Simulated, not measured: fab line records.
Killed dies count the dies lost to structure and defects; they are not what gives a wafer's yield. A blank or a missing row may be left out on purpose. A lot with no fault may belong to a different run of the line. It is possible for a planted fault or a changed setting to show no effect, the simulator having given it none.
The tool behind it: which one? + flow sfq_line + 15 lots, 44 wafers sampled, at 2 steps of a route of 325

## WHAT THE GAUGES READ, wafer by wafer
The record lacks any reading of a measuring or inspecting step that a usual standard deviation could be used to judge.

## WHICH TOOL RAN EACH LOT (tool, then ch and the chambers of the sampled wafers, then the start)
| lot  | SFQ_TRILAYER_I0_DEP_PECVD_027   | SFQ_TRILAYER_I0_CMP_CMP_028   |
|------|---------------------------------|-------------------------------|
| L618 | pecvd-01 ch 0,1, day 7 13:36    | cmp-02 ch 0,2, day 7 18:53    |
| L619 | pecvd-01 ch 0,1,2, day 7 23:12  | cmp-02 ch 2,3, day 8 03:23    |
| L620 | pecvd-04 ch 0,1,2, day 8 05:12  | cmp-01 ch 0,1, day 8 05:16    |
| L621 | pecvd-01 ch 0,2, day 8 10:47    | cmp-01 ch 0,3, day 8 11:46    |
| L622 | pecvd-04 ch 0,1,2, day 8 11:38  | cmp-02 ch 0,2, day 8 12:29    |
| L623 | pecvd-03 ch 0,1,2, day 8 16:00  | cmp-02 ch 0,1,2, day 8 16:04  |
| L624 | pecvd-03 ch 0,1, day 9 01:11    | cmp-02 ch 2,3, day 9 02:44    |
| L625 | pecvd-03 ch 0,1,2, day 9 12:00  | cmp-02 ch 0,1, day 9 12:34    |
| L626 | pecvd-01 ch 0,2, day 10 00:26   | cmp-02 ch 0,2,3, day 10 01:01 |
| L627 | pecvd-04 ch 0,1, day 10 05:14   | cmp-01 ch 0,3, day 10 05:49   |
| L628 | pecvd-01 ch 0,1,2, day 10 13:11 | cmp-01 ch 0,3, day 10 17:38   |
| L637 | pecvd-01 ch 1,2, day 12 20:12   | cmp-02 ch 0,1, day 13 03:49   |
| L638 | pecvd-01 ch 1,2, day 13 05:48   | cmp-02 ch 1,3, day 13 13:34   |
| L639 | pecvd-01 ch 0,1,2, day 13 09:24 | cmp-01 ch 0,3, day 13 15:08   |
| L641 | pecvd-03 ch 0,2, day 14 01:01   | cmp-01 ch 2,3, day 14 06:08   |
- SFQ_TRILAYER_I0_DEP_PECVD_027: deposits SiO2 from SiH4/N2O, time 111.11 s, target thk 500 nm.
- SFQ_TRILAYER_I0_CMP_CMP_028: polishes SiO2.

## WHAT THE TOOLS THEMSELVES READ (means of the sampled wafers that have a number; where no wafer has one, the mark that the record gives instead)
SFQ_TRILAYER_I0_DEP_PECVD_027.
| lot  | tool     | chamber_pressure_Torr (Torr) | heater_power_w (W) | run_length_s (s) | throttle_valve_pct (%) |
|------|----------|------------------------------|--------------------|------------------|------------------------|
| L618 | pecvd-01 | 2.401                        | 87                 | 139.6            | 24.8                   |
| L619 | pecvd-01 | 2.401                        | 87                 | 139.2            | 24.2                   |
| L620 | pecvd-04 | 2.403                        | 72                 | 139.3            | 24.9                   |
| L621 | pecvd-01 | 2.408                        | 84                 | 138.7            | 23.8                   |
| L622 | pecvd-04 | 2.405                        | 71                 | 139.4            | 24.9                   |
| L623 | pecvd-03 | 2.396                        | 86                 | 139.2            | 24.0                   |
| L624 | pecvd-03 | 2.398                        | 89                 | 139.7            | 24.0                   |
| L625 | pecvd-03 | 2.397                        | 87                 | 139.4            | 24.1                   |
| L626 | pecvd-01 | 2.401                        | 79                 | 138.4            | 24.4                   |
| L627 | pecvd-04 | 2.395                        | 71                 | 139.4            | 23.6                   |
| L628 | pecvd-01 | 2.398                        | 87                 | 139.1            | 24.4                   |
| L637 | pecvd-01 | 2.407                        | 90                 | 156.0            | 24.6                   |
| L638 | pecvd-01 | 2.397                        | 92                 | 144.5            | 24.2                   |
| L639 | pecvd-01 | 2.401                        | 85                 | 144.7            | 24.8                   |
| L641 | pecvd-03 | 2.396                        | 89                 | 139.4            | 24.4                   |

SFQ_TRILAYER_I0_CMP_CMP_028.
| lot  | tool   | motor_current_A (A) | retaining_ring_pressure_frac | time_to_endpoint_s (s) |
|------|--------|---------------------|------------------------------|------------------------|
| L618 | cmp-02 | 10.0                | 1.004                        | 226                    |
| L619 | cmp-02 | 10.6                | 0.995                        | 220                    |
| L620 | cmp-01 | 9.4                 | 0.996                        | 212                    |
| L621 | cmp-01 | 9.1                 | 0.999                        | 212                    |
| L622 | cmp-02 | 9.8                 | 1.000                        | 222                    |
| L623 | cmp-02 | 9.4                 | 0.997                        | 215                    |
| L624 | cmp-02 | 10.7                | 1.010                        | 218                    |
| L625 | cmp-02 | 9.6                 | 1.000                        | 221                    |
| L626 | cmp-02 | 10.4                | 0.994                        | 224                    |
| L627 | cmp-01 | 9.4                 | 1.003                        | 210                    |
| L628 | cmp-01 | 9.4                 | 0.997                        | 216                    |
| L637 | cmp-02 | 9.1                 | 1.000                        | 270                    |
| L638 | cmp-02 | 9.8                 | 0.998                        | 230                    |
| L639 | cmp-01 | 9.5                 | 0.997                        | 233                    |
| L641 | cmp-01 | 9.8                 | 1.004                        | 211                    |

## THE ANSWER, worked out from the rows above alone
Rule: usual is defined by the lots themselves. The widest of any qualifying gaps counts: lots, ordered by their means at a reading, are off when they make up no more than a third of the lots, leave a main group of 4 or more, and stand apart from it by 3 or more times the standard deviation of that group's means. If all means in a main group match to the digits the tables above print for the reading, that group is not used. Also off: a lot with no number at a reading for which 4 or more lots have one. The other lots that the step has rows for count as sound. After the gauges, taken in route order, come the tools' own readings; for these a lot's mean is taken, as printed above. At the first step where some lot is off, the reading lying furthest off is the one used; lots without a number count as furthest.
Off, at SFQ_TRILAYER_I0_DEP_PECVD_027 on run_length_s: L637, L638, L639. Mean 139.2 s and standard deviation 0.35 in the main group.
A tool fits if, at that step or a process step before it, it ran every lot that is off, and no sound lot after the first of them. One fits: SFQ_TRILAYER_I0_DEP_PECVD_027 on pecvd-01. A fault onset in the window from L628 (day 10 13:11, its last sound lot) to L637 (day 12 20:12, its first lot off) fits.
The tool's own readings at SFQ_TRILAYER_I0_DEP_PECVD_027 bear it out: on the lots that are off they differ by more than 5 times the standard deviation of the sound lots' means. run_length_s reads 148.4 s there against 139.2 s on the sound lots.

## WHAT WAS PUT IN BY THE SIMULATOR
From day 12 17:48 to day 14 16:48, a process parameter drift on pecvd-01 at SFQ_TRILAYER_I0_DEP_PECVD_027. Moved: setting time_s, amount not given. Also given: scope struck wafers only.
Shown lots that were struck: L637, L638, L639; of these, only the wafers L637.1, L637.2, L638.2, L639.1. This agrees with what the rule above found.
